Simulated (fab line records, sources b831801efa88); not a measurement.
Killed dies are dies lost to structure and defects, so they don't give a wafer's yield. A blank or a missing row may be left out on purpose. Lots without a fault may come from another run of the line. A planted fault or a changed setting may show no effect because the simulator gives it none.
Which tool did it? | flow sky130 | 13 lots, 39 wafers sampled, at 5 steps of a route of 708

WHAT THE GAUGES READ, wafer by wafer
SKY_FIELD_ISO_THK_MEAS_02.
lot  | measured    | on            | FIELD_ISO_OXIDATION_00_THK (nm)
L460 | day 1 13:20 | film_metro-03 | 12.05 12.00 11.70
L461 | day 1 18:53 | film_metro-02 | 12.07 12.02 12.07
L462 | day 2 02:04 | film_metro-03 | 12.22 12.45 12.42
L465 | day 2 19:12 | film_metro-04 | 11.69 11.82 11.96
L468 | day 3 06:05 | film_metro-04 | 11.96 12.15 11.91
L469 | day 3 16:43 | film_metro-02 | 12.20 12.24 12.01
L471 | day 3 22:30 | film_metro-02 | 12.10 12.19 12.12
L473 | day 4 08:19 | film_metro-02 | 12.12 12.26 12.16
L475 | day 4 15:29 | film_metro-04 | 11.80 11.74 11.71
L478 | day 5 07:24 | film_metro-03 | 11.89 11.94 11.97
L479 | day 5 12:41 | film_metro-04 | 12.03 11.86 11.97
L480 | day 5 16:26 | film_metro-04 | 11.91 11.96 11.85
L482 | day 6 02:09 | film_metro-02 | 12.31 12.10 12.26

SKY_DNWELL_TW_MEAS_09.
lot  | measured    | on            | DNWELL_TW
L460 | day 3 16:37 | film_metro-03 | 1077 1086 1078
L461 | day 4 03:27 | film_metro-04 | 1088 1094 1091
L462 | day 4 09:49 | film_metro-01 | 1129 1127 1129
L465 | day 4 17:43 | film_metro-01 | 1126 1132 1128
L468 | day 5 07:40 | film_metro-01 | 1119 1118 1116
L469 | day 5 13:46 | film_metro-04 | 1090 1086 1088
L471 | day 5 19:40 | film_metro-01 | 1122 1122 1120
L473 | day 6 06:53 | film_metro-04 | 1085 1086 1083
L475 | day 6 22:37 | film_metro-03 | 1097 1097 1098
L478 | day 7 07:59 | film_metro-04 | 1083 1086 1078
L479 | day 7 13:25 | film_metro-03 | 1100 1098 1098
L480 | day 7 15:14 | film_metro-04 | 1086 1076 1082
L482 | day 8 01:38 | film_metro-04 | 1082 1087 1084

SKY_PWDE_TW_MEAS_10.
lot  | measured    | on            | PWDE_TW
L460 | day 4 06:56 | film_metro-04 | 366 364 365
L461 | day 4 19:52 | film_metro-01 | 377 377 376
L462 | day 5 03:12 | film_metro-04 | 365 363 363
L465 | day 5 12:00 | film_metro-04 | 361 361 361
L468 | day 6 01:09 | film_metro-01 | 378 378 378
L469 | day 6 07:52 | film_metro-01 | 371 370 373
L471 | day 6 13:55 | film_metro-03 | 364 366 365
L473 | day 7 01:08 | film_metro-01 | 375 372 375
L475 | day 7 17:54 | film_metro-04 | 364 363 362
L478 | day 8 03:57 | film_metro-03 | 368 369 370
L479 | day 8 09:57 | film_metro-01 | 376 377 377
L480 | day 8 11:53 | film_metro-01 | 378 376 377
L482 | day 8 22:47 | film_metro-04 | 365 365 365

SKY_NWELL_RS_MEAS_31: measures by four-point-probe.
lot  | measured     | on            | PWDE_RS (ohm/sq)
L460 | day 5 18:42  | film_metro-03 | 5302 5280 5300
L461 | day 6 08:03  | film_metro-03 | 5273 5262 5276
L462 | day 6 17:29  | film_metro-04 | 5269 5295 5301
L465 | day 7 00:23  | film_metro-04 | 5282 5289 5282
L468 | day 7 16:57  | film_metro-01 | 5291 5290 5273
L469 | day 7 22:35  | film_metro-03 | 5356 5381 5360
L471 | day 8 05:42  | film_metro-04 | 5326 5338 5365
L473 | day 8 18:43  | film_metro-04 | 5327 5324 5336
L475 | day 9 17:08  | film_metro-01 | 5307 5298 5292
L478 | day 10 00:29 | film_metro-03 | 5292 5284 5304
L479 | day 10 06:44 | film_metro-01 | 5327 5301 5300
L480 | day 10 08:02 | film_metro-03 | 5321 5300 5307
L482 | day 10 20:17 | film_metro-04 | 5274 5252 5263

WHICH TOOL RAN EACH LOT (tool, then ch and the chambers of the sampled wafers, then the start)
lot  | SKY_PWDE_IMPLANT_08
L460 | implanter-02 ch 0, day 4 06:41
L461 | implanter-02 ch 0, day 4 19:37
L462 | implanter-04 ch 0, day 5 02:57
L465 | implanter-04 ch 0, day 5 11:45
L468 | implanter-04 ch 0, day 6 00:54
L469 | implanter-01 ch 0, day 6 07:38
L471 | implanter-01 ch 0, day 6 13:42
L473 | implanter-04 ch 0, day 7 00:55
L475 | implanter-04 ch 0, day 7 17:39
L478 | implanter-02 ch 0, day 8 03:42
L479 | implanter-02 ch 0, day 8 09:42
L480 | implanter-02 ch 0, day 8 11:38
L482 | implanter-04 ch 0, day 8 22:34
- SKY_PWDE_IMPLANT_08

WHAT THE TOOLS THEMSELVES READ (means of the sampled wafers that have a number; where no wafer has one, the mark that the record gives instead)
SKY_PWDE_IMPLANT_08.
lot  | tool         | beam_energy_keV | faraday_current_uA
L460 | implanter-02 | 150.03          | 20.1
L461 | implanter-02 | 149.96          | 20.7
L462 | implanter-04 | 149.98          | 20.3
L465 | implanter-04 | 149.98          | 20.2
L468 | implanter-04 | 150.01          | 20.0
L469 | implanter-01 | 115.49          | 20.0
L471 | implanter-01 | 115.49          | 20.4
L473 | implanter-04 | 150.02          | 20.5
L475 | implanter-04 | 149.97          | 20.1
L478 | implanter-02 | 150.02          | 20.4
L479 | implanter-02 | 150.04          | 19.8
L480 | implanter-02 | 150.04          | 20.2
L482 | implanter-04 | 149.95          | 20.0

THE ANSWER, worked out from the rows above alone
Rule: what is usual is taken from the lots themselves. Put in order of their means at a reading, lots are off if they are a third of the lots or fewer, leave a main group of 4 or more, and stand apart from it by a gap of 3 or more times the standard deviation of the main group's means; of several such gaps the widest counts. A main group whose means are all the same, to the digits that the tables above print for the reading, isn't used. A lot without any number at a reading at which 4 lots or more have one is off too. The other lots that the step has rows for count as sound. The gauges are gone through in route order, then the tools' own readings, and for those a lot's mean is taken as printed above. The first step at which some lot is off is used, and at that step the reading that is off furthest; a lot without a number counts as furthest.
Off: L469, L471, at SKY_PWDE_IMPLANT_08 (beam_energy_keV). The main group: mean 150.00, standard deviation 0.031.
A tool fits if, at that step or a process step before it, it ran every lot that is off, and no sound lot after the first of them. One fits: implanter-01 at SKY_PWDE_IMPLANT_08. It ran no sound lot before its first lot that is off in this sample, so the start can't be narrowed down.
The tool's own readings at SKY_PWDE_IMPLANT_08 bear it out: on the lots that are off they differ by more than 5 times the standard deviation of the sound lots' means. beam_energy_keV reads 115.49 there against 150.00 on the sound lots.

WHAT THE SIMULATOR HAD PUT IN
Process parameter drift: implanter-01, from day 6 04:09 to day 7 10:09, at SKY_PWDE_IMPLANT_08. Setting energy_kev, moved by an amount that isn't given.
Lots struck among those shown: L469, L471. The rule above found the same.
